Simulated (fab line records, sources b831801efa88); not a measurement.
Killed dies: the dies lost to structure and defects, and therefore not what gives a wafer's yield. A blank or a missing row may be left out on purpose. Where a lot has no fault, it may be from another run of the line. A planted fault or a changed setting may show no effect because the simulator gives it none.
One fault through the eyes of 2 desks / flow gf180mcu / numbers are kept per desk, each desk with only its own; the story behind them comes last

## TOOL OWNER'S DESK, pvd_sputter-01
The tool's own readings at GF_M1_SPUTTER_02 (material AlCu, target thk 450 nm, time 23.9 s): means of the sampled wafers that have a number, for each lot that ran on this tool. The brackets show how far a lot's mean lies from the usual mean; more than 4 standard deviations puts the lot out of limits, marked OUT.
Columns: A = cathode_dc_power_W at GF_M1_SPUTTER_02, usual 10600 W; B = throttle_valve_pct at GF_M1_SPUTTER_02, usual 30.6 %
lot=L845; first seen here=day 21 15:20; A=10502 (-55) OUT; B=31.2
lot=L846; first seen here=day 22 02:46; A=10501 (-55) OUT; B=30.4
Finding of this desk: L845, L846 out of limits; the first was L845 at day 21 15:20, on cathode_dc_power_W at GF_M1_SPUTTER_02. In limits: none.

## AT THE METROLOGY DESK
What the gauges read, lot by lot, whatever tool the lot ran on: means of the sampled wafers that have a number. The brackets show how far a lot's mean lies from the usual mean; more than 4 standard deviations puts the lot out of limits, marked OUT.
Columns: A = SAB_OVL at GF_SAB_OVL_MEAS_10, usual 0.2 nm; B = M1_ALCU_RS at GF_M1_RS_MEAS_05, usual 0.0695 ohm/sq; C = M1_ALCU_THK at GF_M1_THK_MEAS_06, usual 450 nm; D = V1_OVL at GF_V1_OVL_MEAS_15, usual -4 nm
lot=L831; first seen here=day 15 08:44; A=-1.8; B=0.0696; C=449; D=-4
lot=L832; first seen here=day 15 13:31; A=-0.4; B=0.0695; C=449; D=-1
lot=L833; first seen here=day 15 16:30; A=-1.8; B=0.0687; C=456; D=-5
lot=L835; first seen here=day 16 13:57; A=0.9; B=0.0706; C=443; D=-0
lot=L837; first seen here=day 17 13:09; A=0.1; B=0.0698; C=450; D=-3
lot=L845; first seen here=day 20 11:50; A=1.9; B=0.0706; C=443; D=2
lot=L846; first seen here=day 21 00:24; A=0.8; B=0.0705; C=444; D=-11
lot=L848; first seen here=day 21 11:54; A=-1.4; B=0.0696; C=448; D=-2
lot=L847; first seen here=day 21 15:37; A=1.0; B=0.0698; C=448; D=-5
lot=L851; first seen here=day 22 04:29; A=1.0; B=0.0696; C=449; D=-5
lot=L853; first seen here=day 23 02:05; A=0.9; B=0.0695; C=453; D=-4
lot=L854; first seen here=day 23 03:15; A=1.8; B=0.0693; C=449; D=1
Finding of this desk: none of the 12 lots has anything out of limits.

## PUT TOGETHER
The tool owner's desk could have raised an alarm at day 21 15:20, on L845, L846.
At the metrology desk, nothing out of limits was observed.
The metrology desk holds a record of L845, L846, inside its limits.
The lots listed all ran GF_M1_SPUTTER_02 on pvd_sputter-01.

## WHAT HAD BEEN PUT IN BY THE SIMULATOR
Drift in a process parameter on pvd_sputter-01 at GF_M1_SPUTTER_02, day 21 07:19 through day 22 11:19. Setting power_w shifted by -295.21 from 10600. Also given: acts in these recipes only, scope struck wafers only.
Struck lots among those shown: L845, L846.
How many hours passed from the start of the fault until each desk's first out-of-limits reading: the tool owner's desk, 8.
